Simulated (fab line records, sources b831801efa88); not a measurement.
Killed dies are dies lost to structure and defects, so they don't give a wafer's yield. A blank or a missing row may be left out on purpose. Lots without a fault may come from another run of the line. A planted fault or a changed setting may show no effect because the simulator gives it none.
fab line records | flow gf180mcu
record lots=24 wafers=72 last_day=34
route steps=602 shown STI@14 HV_LDD@195 M4@461 M5@535 V5@554
lots that met no fault: from a run of the same line without faults
start_h: hours from the record's first day to the start of the lot's first wafer shown | wait_h: hours since the lot's step before | " the same as in the row above | L1.1+2: a row that stands for several wafers | - no value, or no start given | * or withheld: withheld | < > ~ a bound
route shown NAME@n: a module of which the file shows steps, and the number in the route of the first | usual: mean/standard deviation of fault-free wafers | same: alike in all rows | chamber/n: place in a boat | sites: the reading at each site | _std_site: their standard deviation | _edge_site: outer sites' mean less inner sites' | radius_mm: how far each site lies from the wafer's centre | mask NAME#n: copy n | behind: the tool/chamber that last shaped the wafer | hold: why the lot was held/for how many hours/how that ended | device: the transistor (n, p or np) that didn't switch | end of line: the same wafers' tests at the end of the route | a step without rows: its recipe alone | killed: dies lost to structure and defects at the first sort, not the wafer's yield | map: a wafer's dies, x killed, . not, _ none there
set.NAME: the setting as run; set.NAME@STEP: as run at that earlier step | model.NAME: the simulator's own value behind a step, which no gauge read
steps of the route over a sample of lots; a table a step, a row a wafer
services: from which hour (start_h, from the record's first day; less than 0 if before it) a tool's chamber was out of use, for how many hours, and why
## steps
# step GF_STI_ETCH_13
# recipe chemistry=CHF3/O2 stop_on=Si over_etch_frac=0.3 target_depth_a=2823.1 source_w=600 bias_w=200 pressure_mtorr=40 chf3_flow_sccm=50 O2_flow_sccm=5 time_s=112.9
# usual drypump_motor_current_A=5.6/0.35 oes_product_au=0.834/0.006 throttle_valve_pct=8.810/0.0091
# columns lot.wafer tool chamber start_h wait_h drypump_motor_current_A oes_product_au rf_hours_counter_h throttle_valve_pct
L074.3 rie_diel-01 1 26.75 0.1 5.7 0.831 113 8.807
L074.5 " 3 " " 5.4 0.821 - 8.820
L074.6 " 0 " " 5.9 0.821 - 8.801
L075.1 rie_diel-01 2 30.08 0.1 5.5 0.834 0 8.808
L075.2 " 3 " " 5.4 0.837 5 8.810
L075.5 " 1 " " 5.7 0.846 - 8.809
L076.1 rie_diel-02 0 35.25 0.1 5.5 0.829 141 8.820
L076.2 " 2 " " 5.4 0.837 53 8.804
L076.5 " 0 " " 5.5 0.840 - 8.799
L077.1 rie_diel-01 2 41.53 0.1 5.5 0.824 1 8.809
L077.3 " 0 " " 6.0 0.826 110 8.803
L077.5 " 3 " " 5.4 0.819 - 8.819
L078.2 rie_diel-02 0 47.98 0.1 5.5 0.823 141 8.808
L078.3 " 2 " " 5.4 0.827 54 8.810
L078.5 " 2 " " 5.4 0.826 - 8.805
L079.1 rie_diel-04 0 52.25 0.1 5.8 0.839 118 8.822
L079.3 " 2 " " 6.5 0.833 130 8.801
L079.6 " 3 " " 5.3 0.834 - 8.833
L080.2 rie_diel-01 1 56.88 0.1 5.7 0.831 114 8.819
L080.5 " 3 " " 5.4 0.832 - 8.805
L080.6 " 2 " " 5.5 0.834 - 8.818
L081.2 rie_diel-02 2 63.10 0.1 5.4 0.832 54 8.803
L081.4 " 3 " " 4.9 0.839 - 8.801
L081.6 " 0 " " 5.5 0.825 - 8.839
L082.1 rie_diel-01 0 65.98 0.1 5.9 0.831 110 8.818
L082.3 " 1 " " 5.7 0.830 114 8.811
L082.6 " 3 " " 5.4 0.829 - 8.800
L083.2 rie_diel-01 1 71.80 0.1 5.7 0.829 114 8.817
L083.3 " 3 " " 5.4 0.832 6 8.817
L083.6 " 0 " " 5.9 0.827 - 8.815
L084.4 rie_diel-02 1 77.78 0.0 5.7 0.833 136 8.817
L084.5 " 3 " " 4.9 0.836 - 8.826
L084.6 " 2 " " 5.4 0.836 - 8.802
L085.1 rie_diel-04 0 81.15 0.1 5.8 0.838 119 8.807
L085.3 " 3 " " 5.3 0.834 154 8.806
L085.4 " 2 " " 6.5 0.837 131 8.798
L086.1 rie_diel-04 1 88.00 0.1 5.5 0.837 22 8.817
L086.2 " 0 " " 5.8 0.832 119 8.808
L086.3 " 3 " " 5.3 0.842 154 8.816
L087.1 rie_diel-01 2 92.38 0.1 5.5 0.837 2 8.796
L087.3 " 0 " " 5.9 0.829 111 8.817
L087.6 " 0 " " 5.9 0.832 - 8.809
L088.4 rie_diel-04 2 97.43 0.0 6.5 0.840 131 8.800
L088.5 " 2 " " 6.5 0.830 - 8.814
L088.6 " 3 " " 5.3 0.831 - 8.786
L089.3 rie_diel-01 3 102.95 0.1 5.4 0.839 7 8.804
L089.4 " 0 " " 5.9 0.832 111 8.809
L089.6 " 2 " " 5.6 0.841 - 8.811
L090.2 rie_diel-04 3 107.43 0.1 5.3 0.837 155 8.816
L090.3 " 1 " " 5.6 0.834 23 8.815
L090.6 " 2 " " 6.4 0.838 - 8.822
L091.3 rie_diel-02 3 112.58 0.1 4.9 0.845 11 8.812
L091.5 " 3 " " 4.9 0.837 - 8.813
L091.6 " 2 " " 5.4 0.832 - 8.816
L092.3 rie_diel-01 0 118.03 0.1 6.0 0.827 111 8.813
L092.4 " 1 " " 5.7 0.823 115 8.808
L092.6 " 0 " " 5.9 0.841 - 8.832
L093.1 rie_diel-02 2 124.45 0.1 5.4 0.836 56 8.818
L093.5 " 3 " " 5.0 0.833 - 8.799
L093.6 " 2 " " 5.4 0.836 - 8.801
L094.1 rie_diel-01 3 130.80 0.1 5.4 0.844 8 8.822
L094.2 " 0 " " 6.0 0.842 112 8.811
L094.4 " 2 " " 5.6 0.831 3 8.826
L095.1 rie_diel-01 1 135.75 0.1 5.7 0.833 115 8.799
L095.4 " 3 " " 5.4 0.834 8 8.798
L095.5 " 0 " " 5.9 0.831 - 8.817
L096.2 rie_diel-01 1 139.80 0.1 5.7 0.836 116 8.810
L096.4 " 0 " " 5.9 0.844 112 8.808
L096.5 " 3 " " 5.4 0.844 - 8.817
L097.1 rie_diel-01 0 145.48 0.1 5.9 0.837 112 8.803
L097.2 " 2 " " 5.5 0.844 3 8.807
L097.3 " 1 " " 5.7 0.836 116 8.820
# step GF_HV_LDD_CD_MEAS_19
# recipe target_cd_nm=400
# usual cd_nm=400.3/2
# columns lot.wafer tool chamber start_h wait_h cd_nm
L074.3 cd_sem-01 - 238.60 0.1 401.5
L074.5 " - " " 402.0
L074.6 " - " " 402.0
L075.1 cd_sem-01 - 242.75 0.1 402.5
L075.2 " - " " 402.7
L075.5 " - " " 403.3
L076.1 cd_sem-01 - 252.45 0.1 400.0
L076.2 " - " " 397.2
L076.5 " - " " 399.0
L077.1 cd_sem-01 - 256.15 0.1 402.5
L077.3 " - " " 401.1
L077.5 " - " " 403.1
L078.2 cd_sem-01 - 263.92 0.1 399.3
L078.3 " - " " 400.7
L078.5 " - " " 403.7
L079.1 cd_sem-01 - 272.16 0.1 398.1
L079.3 " - " " 400.1
L079.6 " - " " 399.5
L080.2 cd_sem-02 - 278.57 0.1 402.8
L080.5 " - " " 402.7
L080.6 " - " " 402.8
L081.2 cd_sem-02 - 289.22 0.1 398.5
L081.4 " - " " 397.7
L081.6 " - " " 397.7
L082.1 cd_sem-01 - 299.91 0.1 401.9
L082.3 " - " " 400.7
L082.6 " - " " 401.0
L083.2 cd_sem-01 - 306.08 0.1 399.4
L083.3 " - " " 397.8
L083.6 " - " " 396.1
L084.4 cd_sem-02 - 308.72 0.1 401.3
L084.5 " - " " 400.9
L084.6 " - " " 401.6
L085.1 cd_sem-02 - 318.95 0.1 401.9
L085.3 " - " " 402.5
L085.4 " - " " 402.2
L086.1 cd_sem-01 - 328.35 0.1 396.3
L086.2 " - " " 396.5
L086.3 " - " " 400.7
L087.1 cd_sem-01 - 329.56 0.1 398.2
L087.3 " - " " 396.9
L087.6 " - " " 398.8
L088.4 cd_sem-01 - 344.51 0.1 400.4
L088.5 " - " " 399.9
L088.6 " - " " 400.7
L089.3 cd_sem-02 - 350.60 0.1 402.6
L089.4 " - " " 402.4
L089.6 " - " " 402.9
L090.2 cd_sem-02 - 363.52 0.1 400.1
L090.3 " - " " 399.7
L090.6 " - " " 403.5
L091.3 cd_sem-02 - 363.69 0.1 401.0
L091.5 " - " " 401.0
L091.6 " - " " 401.0
L092.3 cd_sem-01 - 371.54 0.1 400.1
L092.4 " - " " 395.6
L092.6 " - " " 397.7
L093.1 cd_sem-02 - 376.70 0.1 401.2
L093.5 " - " " 397.8
L093.6 " - " " 399.7
L094.1 cd_sem-01 - 387.86 0.1 402.4
L094.2 " - " " 399.9
L094.4 " - " " 399.2
L095.1 cd_sem-02 - 393.50 0.1 398.8
L095.4 " - " " 399.2
L095.5 " - " " 398.5
L096.2 cd_sem-01 - 402.23 0.1 399.5
L096.4 " - " " 398.7
L096.5 " - " " 399.2
L097.1 cd_sem-02 - 407.86 0.1 399.9
L097.2 " - " " 400.1
L097.3 " - " " 399.6
# step GF_HV_LDD_THK_MEAS_55
# recipe reads=SiO2_of_HV_LDD_CVD_54
# usual HV_LDD_CVD_54_THK=9.99/0.13
# columns lot.wafer tool chamber start_h wait_h HV_LDD_CVD_54_THK[nm]
L074.3 film_metro-02 - 280.90 0.0 10.16
L074.5 " - " " 10.04
L074.6 " - " " 10.03
L075.1 film_metro-02 - 283.39 0.0 9.92
L075.2 " - " " 9.98
L075.5 " - " " 10.04
L076.1 film_metro-03 - 294.08 0.0 9.83
L076.2 " - " " 9.98
L076.5 " - " " 9.85
L077.1 film_metro-02 - 298.18 0.0 9.85
L077.3 " - " " 9.79
L077.5 " - " " 9.75
L078.2 film_metro-01 - 306.05 0.0 9.77
L078.3 " - " " 9.80
L078.5 " - " " 9.86
L079.1 film_metro-02 - 314.68 0.0 9.85
L079.3 " - " " 9.86
L079.6 " - " " 9.85
L080.2 film_metro-02 - 321.59 0.0 9.77
L080.5 " - " " 9.79
L080.6 " - " " 9.92
L081.2 film_metro-03 - 334.97 0.0 9.90
L081.4 " - " " 10.15
L081.6 " - " " 9.91
L082.1 film_metro-01 - 344.89 0.0 9.82
L082.3 " - " " 9.93
L082.6 " - " " 9.96
L083.2 film_metro-03 - 350.54 0.0 9.99
L083.3 " - " " 10.00
L083.6 " - " " 9.89
L084.4 film_metro-02 - 354.82 0.0 10.02
L084.5 " - " " 10.09
L084.6 " - " " 10.11
L085.1 film_metro-02 - 364.93 0.0 9.87
L085.3 " - " " 9.89
L085.4 " - " " 9.97
L086.1 film_metro-02 - 374.23 0.0 10.09
L086.2 " - " " 10.15
L086.3 " - " " 10.16
L087.1 film_metro-03 - 376.74 0.0 9.96
L087.3 " - " " 9.91
L087.6 " - " " 9.99
L088.4 film_metro-03 - 391.26 0.0 9.73
L088.5 " - " " 9.79
L088.6 " - " " 9.78
L089.3 film_metro-02 - 398.50 0.0 10.01
L089.4 " - " " 10.09
L089.6 " - " " 10.02
L090.2 film_metro-02 - 411.24 0.0 10.05
L090.3 " - " " 10.07
L090.6 " - " " 10.10
L091.3 film_metro-02 - 412.27 0.0 10.05
L091.5 " - " " 10.27
L091.6 " - " " 10.06
L092.3 film_metro-01 - 419.60 0.0 9.91
L092.4 " - " " 9.83
L092.6 " - " " 9.88
L093.1 film_metro-01 - 425.88 0.0 10.27
L093.5 " - " " 10.15
L093.6 " - " " 10.10
L094.1 film_metro-02 - 437.68 0.0 10.17
L094.2 " - " " 10.05
L094.4 " - " " 10.20
L095.1 film_metro-01 - 443.53 0.0 10.13
L095.4 " - " " 10.13
L095.5 " - " " 10.27
L096.2 film_metro-01 - 453.29 0.0 10.16
L096.4 " - " " 10.15
L096.5 " - " " 10.15
L097.1 film_metro-01 - 458.28 0.0 10.12
L097.2 " - " " 9.88
L097.3 " - " " 10.03
# step GF_M4_RS_MEAS_05
# recipe thk_meas_gauge=four-point-probe reads=TiN_of_M4_SPUTTER_04+Ti_of_M4_SPUTTER_03+AlCu_of_M4_SPUTTER_02+TiN_of_M4_SPUTTER_01+Ti_of_M4_SPUTTER_00
# usual M4_ALCU_RS=0.0708/0.00074
# columns lot.wafer tool chamber start_h wait_h M4_ALCU_RS[ohm/sq]
L074.3 film_metro-03 - 520.79 0.1 0.0703
L074.5 " - " " 0.0705
L074.6 " - " " 0.0697
L075.1 film_metro-03 - 523.97 0.0 0.0714
L075.2 " - " " 0.0720
L075.5 " - " " 0.0717
L076.1 film_metro-04 - 535.98 0.0 0.0697
L076.2 " - " " 0.0699
L076.5 " - " " 0.0701
L077.1 film_metro-03 - 541.66 0.0 0.0701
L077.3 " - " " 0.0697
L077.5 " - " " 0.0703
L078.2 film_metro-03 - 548.37 0.1 0.0719
L078.3 " - " " 0.0715
L078.5 " - " " 0.0717
L079.1 film_metro-04 - 559.09 0.0 0.0712
L079.3 " - " " 0.0708
L079.6 " - " " 0.0706
L080.2 film_metro-04 - 568.64 0.0 0.0705
L080.5 " - " " 0.0707
L080.6 " - " " 0.0706
L081.2 film_metro-03 - 579.20 0.0 0.0697
L081.4 " - " " 0.0696
L081.6 " - " " 0.0694
L082.1 film_metro-04 - 592.43 0.0 0.0707
L082.3 " - " " 0.0704
L082.6 " - " " 0.0708
L083.2 film_metro-03 - 594.23 0.0 0.0699
L083.3 " - " " 0.0703
L083.6 " - " " 0.0705
L084.4 film_metro-04 - 601.20 0.1 0.0712
L084.5 " - " " 0.0707
L084.6 " - " " 0.0707
L085.1 film_metro-04 - 610.95 0.0 0.0717
L085.3 " - " " 0.0720
L085.4 " - " " 0.0724
L086.1 film_metro-03 - 619.34 0.0 0.0714
L086.2 " - " " 0.0703
L086.3 " - " " 0.0711
L087.1 film_metro-04 - 621.71 0.0 0.0711
L087.3 " - " " 0.0714
L087.6 " - " " 0.0715
L088.4 film_metro-04 - 635.03 0.1 0.0714
L088.5 " - " " 0.0712
L088.6 " - " " 0.0712
L089.3 film_metro-02 - 640.88 0.1 0.0703
L089.4 " - " " 0.0701
L089.6 " - " " 0.0706
L090.2 film_metro-03 - 649.43 0.0 0.0720
L090.3 " - " " 0.0722
L090.6 " - " " 0.0713
L091.3 film_metro-02 - 651.77 0.1 0.0707
L091.5 " - " " 0.0708
L091.6 " - " " 0.0711
L092.3 film_metro-03 - 658.85 0.1 0.0702
L092.4 " - " " 0.0694
L092.6 " - " " 0.0696
L093.1 film_metro-02 - 663.55 0.0 0.0712
L093.5 " - " " 0.0719
L093.6 " - " " 0.0712
L094.1 film_metro-02 - 671.60 0.0 0.0711
L094.2 " - " " 0.0710
L094.4 " - " " 0.0714
L095.1 film_metro-03 - 678.14 0.0 0.0706
L095.4 " - " " 0.0704
L095.5 " - " " 0.0701
L096.2 film_metro-02 - 686.35 0.0 0.0720
L096.4 " - " " 0.0722
L096.5 " - " " 0.0720
L097.1 film_metro-02 - 690.03 0.0 0.0718
L097.2 " - " " 0.0712
L097.3 " - " " 0.0716
# step GF_M5_ETCH_09
# recipe chemistry=CF4/O2 target=Si3N4 target_depth_nm=52 source_w=800 bias_w=150 pressure_mtorr=150 cf4_flow_sccm=80 O2_flow_sccm=10 time_s=11.95
# usual drypump_motor_current_A=5.8/0.42 oes_product_au=1.001/0.0082 throttle_valve_pct=5.971/0.0091
# columns lot.wafer tool chamber start_h wait_h drypump_motor_current_A oes_product_au rf_hours_counter_h throttle_valve_pct
L074.3 rie_diel-01 3 612.67 0.0 5.4 0.998 19 5.976
L074.5 " 0 " " 5.9 1.003 - 5.971
L074.6 " 3 " " 5.4 1.008 - 5.958
L075.1 rie_diel-03 2 614.87 0.0 5.5 1.017 61 5.994
L075.2 " 3 " " 5.9 1.012 54 5.985
L075.5 " 1 " " 5.2 0.998 - 5.978
L076.1 rie_diel-04 0 625.47 0.0 5.8 1.008 8 5.976
L076.2 " 3 " " 5.3 1.004 12 5.983
L076.5 " 2 " " 6.5 1.018 - 5.981
L077.1 rie_diel-01 2 630.10 0.0 5.5 0.998 15 5.984
L077.3 " 3 " " 5.4 0.990 20 5.970
L077.5 " 3 " " 5.4 0.984 - 5.950
L078.2 rie_diel-01 0 637.16 0.0 5.9 0.996 6 5.966
L078.3 " 2 " " 5.5 1.009 15 5.980
L078.5 " 1 " " 5.7 0.993 - 5.960
L079.1 rie_diel-03 1 645.80 0.0 5.2 1.004 26 5.960
L079.3 " 2 " " 5.5 1.010 62 5.965
L079.6 " 1 " " 5.2 1.009 - 5.973
L080.2 rie_diel-01 0 654.85 0.0 5.9 1.000 7 5.956
L080.5 " 0 " " 5.9 0.996 - 5.970
L080.6 " 1 " " 5.7 0.994 - 5.965
L081.2 rie_diel-03 0 664.00 0.0 6.5 1.004 7 5.963
L081.4 " 1 " " 5.2 0.999 27 5.974
L081.6 " 3 " " 5.8 1.008 - 5.972
L082.1 rie_diel-03 3 676.37 0.0 5.9 1.003 56 5.986
L082.3 " 1 " " 5.2 0.991 27 5.976
L082.6 " 0 " " 6.5 0.997 - 5.983
L083.2 rie_diel-03 0 679.46 0.0 6.5 1.006 8 5.967
L083.3 " 1 " " 5.2 1.011 28 5.964
L083.6 " 3 " " 5.9 1.020 - 5.978
L084.4 rie_diel-03 1 684.07 0.0 5.2 1.004 - 5.966
L084.5 " 3 " " 5.8 1.020 - 5.973
L084.6 " 0 " " 6.6 0.993 - 5.967
L085.1 rie_diel-01 1 693.96 0.0 5.7 0.994 8 5.965
L085.3 " 0 " " 5.9 1.004 8 5.982
L085.4 " 3 " " 5.4 0.994 22 5.969
L086.1 rie_diel-04 2 700.65 0.0 6.5 1.008 12 5.983
L086.2 " 3 " " 5.3 1.011 15 5.979
L086.3 " 1 " " 5.5 0.993 40 5.965
L087.1 rie_diel-04 3 703.12 0.0 5.3 0.987 15 5.959
L087.3 " 0 " " 5.8 0.996 11 5.985
L087.6 " 3 " " 5.3 0.993 - 5.984
L088.4 rie_diel-03 0 716.37 0.0 6.6 0.998 - 5.973
L088.5 " 2 " " 5.5 0.998 - 5.973
L088.6 " 1 " " 5.3 0.999 - 5.985
L089.3 rie_diel-03 2 720.50 0.0 5.5 0.998 1 5.979
L089.4 " 0 " " 6.5 1.013 - 5.965
L089.6 " 1 " " 5.3 1.002 - 5.987
L090.2 rie_diel-04 0 728.00 0.0 5.8 1.010 11 5.966
L090.3 " 1 " " 5.6 0.992 41 5.979
L090.6 " 2 " " 6.5 1.006 - 5.973
L091.3 rie_diel-01 3 729.57 0.0 5.4 1.001 24 5.975
L091.5 " 0 " " 5.9 1.004 - 5.980
L091.6 " 3 " " 5.4 1.000 - 5.981
L092.3 rie_diel-01 0 736.82 0.0 5.9 0.990 10 5.980
L092.4 " 3 " " 5.4 0.993 24 5.967
L092.6 " 3 " " 5.4 0.987 - 5.980
L093.1 rie_diel-03 0 740.87 0.0 6.6 1.004 11 5.966
L093.5 " 0 " " 6.6 0.996 - 5.965
L093.6 " 2 " " 5.5 0.994 - 5.969
L094.1 rie_diel-03 1 747.75 0.0 5.3 0.993 30 5.983
L094.2 " 0 " " 6.5 1.005 11 5.966
L094.4 " 2 " " 5.5 0.992 - 5.976
L095.1 rie_diel-03 0 753.95 0.0 6.5 1.007 12 5.980
L095.4 " 1 " " 5.2 0.999 30 5.981
L095.5 " 3 " " 5.9 1.019 - 5.986
L096.2 rie_diel-01 3 759.85 0.0 5.4 0.999 25 5.969
L096.4 " 1 " " 5.7 0.997 11 5.975
L096.5 " 3 " " 5.4 0.992 - 5.957
L097.1 rie_diel-01 2 763.60 0.0 5.5 1.005 20 5.979
L097.2 " 3 " " 5.4 1.000 25 5.974
L097.3 " 1 " " 5.7 0.985 11 5.974
# step GF_V5_CD_MEAS_14
# recipe target_cd_nm=260
# usual cd_nm=260.7/1.1
# columns lot.wafer tool chamber start_h wait_h cd_nm
L074.3 cd_sem-02 - 634.26 0.1 261.1
L074.5 " - " " 261.3
L074.6 " - " " 261.2
L075.1 cd_sem-01 - 635.52 0.1 260.0
L075.2 " - " " 261.4
L075.5 " - " " 262.1
L076.1 cd_sem-01 - 646.75 0.1 260.1
L076.2 " - " " 258.5
L076.5 " - " " 258.6
L077.1 cd_sem-02 - 650.75 0.1 259.6
L077.3 " - " " 260.0
L077.5 " - " " 259.6
L078.2 cd_sem-02 - 658.27 0.1 262.0
L078.3 " - " " 261.6
L078.5 " - " " 261.1
L079.1 cd_sem-02 - 666.47 0.1 259.1
L079.3 " - " " 260.1
L079.6 " - " " 259.5
L080.2 cd_sem-02 - 675.89 0.1 260.5
L080.5 " - " " 260.1
L080.6 " - " " 260.7
L081.2 cd_sem-02 - 684.74 0.2 261.9
L081.4 " - " " 261.1
L081.6 " - " " 260.6
L082.1 cd_sem-01 - 696.77 0.2 259.6
L082.3 " - " " 260.3
L082.6 " - " " 259.5
L083.2 cd_sem-02 - 699.87 0.1 259.1
L083.3 " - " " 259.5
L083.6 " - " " 260.3
L084.4 cd_sem-02 - 704.01 0.1 259.3
L084.5 " - " " 258.8
L084.6 " - " " 259.4
L085.1 cd_sem-02 - 712.37 0.1 262.7
L085.3 " - " " 261.6
L085.4 " - " " 263.1
L086.1 cd_sem-02 - 719.62 0.1 261.2
L086.2 " - " " 259.8
L086.3 " - " " 261.4
L087.1 cd_sem-01 - 722.72 0.2 262.2
L087.3 " - " " 260.4
L087.6 " - " " 261.8
L088.4 cd_sem-01 - 734.96 0.1 261.0
L088.5 " - " " 260.6
L088.6 " - " " 261.7
L089.3 cd_sem-02 - 739.64 0.1 260.2
L089.4 " - " " 259.6
L089.6 " - " " 260.5
L090.2 cd_sem-01 - 746.17 0.1 259.8
L090.3 " - " " 259.9
L090.6 " - " " 261.0
L091.3 cd_sem-01 - 747.96 0.1 261.4
L091.5 " - " " 260.7
L091.6 " - " " 261.0
L092.3 cd_sem-02 - 754.49 0.1 261.1
L092.4 " - " " 261.3
L092.6 " - " " 260.2
L093.1 cd_sem-02 - 758.65 0.1 263.1
L093.5 " - " " 263.1
L093.6 " - " " 261.7
L094.1 cd_sem-02 - 765.80 0.1 262.1
L094.2 " - " " 262.0
L094.4 " - " " 262.2
L095.1 cd_sem-02 - 771.45 0.1 258.8
L095.4 " - " " 260.1
L095.5 " - " " 259.3
L096.2 cd_sem-01 - 777.72 0.1 260.3
L096.4 " - " " 260.5
L096.5 " - " " 259.9
L097.1 cd_sem-02 - 780.32 0.1 260.8
L097.2 " - " " 261.2
L097.3 " - " " 261.2
## services
# columns tool chamber start_h hours kind
rie_diel-03 0 41.34 7.8 repair
rie_diel-03 1 104.15 8.5 repair
rie_diel-03 1 128.78 12.5 repair
rie_diel-03 2 145.68 4.3 repair
rie_diel-01 1 168.97 10.5 repair
rie_diel-01 - 182.75 0.6 repair
rie_diel-03 1 201.14 4.6 repair
rie_diel-03 0 206.75 2.4 repair
rie_diel-01 - 207.78 0.3 repair
rie_diel-03 2 207.95 4.0 repair
rie_diel-01 2 211.48 7.0 repair
rie_diel-01 - 215.09 0.2 repair
rie_diel-01 3 325.43 15.6 repair
rie_diel-01 2 342.69 6.7 repair
rie_diel-01 - 378.24 1.6 repair
rie_diel-01 - 413.56 14.6 pm
rie_diel-01 - 431.93 1.4 repair
rie_diel-01 - 483.47 17.3 repair
rie_diel-01 1 527.00 32.6 repair
rie_diel-01 0 554.50 4.9 repair
rie_diel-01 3 565.13 5.8 repair
rie_diel-01 1 580.11 4.4 repair
rie_diel-01 0 620.30 9.3 repair
rie_diel-01 3 632.60 2.4 repair
## key
fault none
